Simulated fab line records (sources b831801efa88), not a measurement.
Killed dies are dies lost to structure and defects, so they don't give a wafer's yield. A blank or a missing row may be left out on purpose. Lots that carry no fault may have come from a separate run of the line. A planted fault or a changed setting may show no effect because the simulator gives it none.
2 desks looking at one fault -- flow sfq-line -- what lay behind the numbers comes last; until then each desk has only its own

## FOR THE TOOL OWNER'S DESK: rie-diel-01
The tool's own readings at SFQ_TRILAYER_I0_VIA_BARC_OPEN_VIA_ETCH_046 (etches BARC in O2, target depth 125 nm, time 41.7 s): means of the sampled wafers that have a number, for each lot that ran on this tool. If a lot's mean is further than 4 standard deviations from the usual mean, the lot is out of limits and carries the mark OUT (the distance appears in the brackets).
Columns: A = drypump-motor-current-A at SFQ_TRILAYER_I0_VIA_BARC_OPEN_VIA_ETCH_046, usual 5.6 A; B = oes-product-au at SFQ_TRILAYER_I0_VIA_BARC_OPEN_VIA_ETCH_046, usual 0.684 a.u.; C = run-length-s at SFQ_TRILAYER_I0_VIA_BARC_OPEN_VIA_ETCH_046, usual 69.9 s
lot,first seen here,A,B,C
L514,day 15 21:07,5.9,0.678,69.5
L520,day 18 22:32,5.7,0.666,73.1 (+7.2) OUT
L522,day 19 10:32,5.7,0.644 (-8.5) OUT,75.9 (+13) OUT
L524,day 20 02:16,5.7,0.645 (-8.2) OUT,76.2 (+14) OUT
This desk finds L520, L522, L524 out of limits, L520 being first, at day 18 22:32 (run-length-s at SFQ_TRILAYER_I0_VIA_BARC_OPEN_VIA_ETCH_046). Within limits: L514.

## AT THE METROLOGY DESK
What the gauges read for every lot (on any tool): the sampled wafers with a number, averaged. If a lot's mean is further than 4 standard deviations from the usual mean, the lot is out of limits and carries the mark OUT (the distance appears in the brackets).
Columns: A = I0_BOW at SFQ_I0_BOW_MEAS_907, usual 3 um; B = I0_OVL at SFQ_I0_OVL_MEAS_908, usual -3 nm
lot,first seen here,A,B
L514,day 11 11:34,1,-8
L520,day 13 12:50,-3,-1
L522,day 14 00:35,7,-7
L524,day 14 12:05,2,3
L526,day 15 00:05,4,-3
L531,day 16 13:09,-4,3
L533,day 17 08:11,7,-5
This desk's finding: nothing out of limits on any of the 7 lots.

## ALL TOGETHER
The tool owner's desk could have raised an alarm at day 18 22:32, on L520, L522, L524.
The metrology desk saw nothing out of limits.
The metrology desk holds a record of L520, L522, L524, inside its limits.
Of the lots named, all ran SFQ_TRILAYER_I0_VIA_BARC_OPEN_VIA_ETCH_046 on rie-diel-01.

## WHAT THE SIMULATOR HAD PUT IN
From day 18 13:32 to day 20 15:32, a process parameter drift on rie-diel-01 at SFQ_TRILAYER_I0_VIA_BARC_OPEN_VIA_ETCH_046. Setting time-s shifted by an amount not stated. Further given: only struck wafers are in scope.
Shown lots that were struck: L520, L522, L524.
Delay in hours, fault start to first out-of-limits reading, by desk: the tool owner's desk at 9.
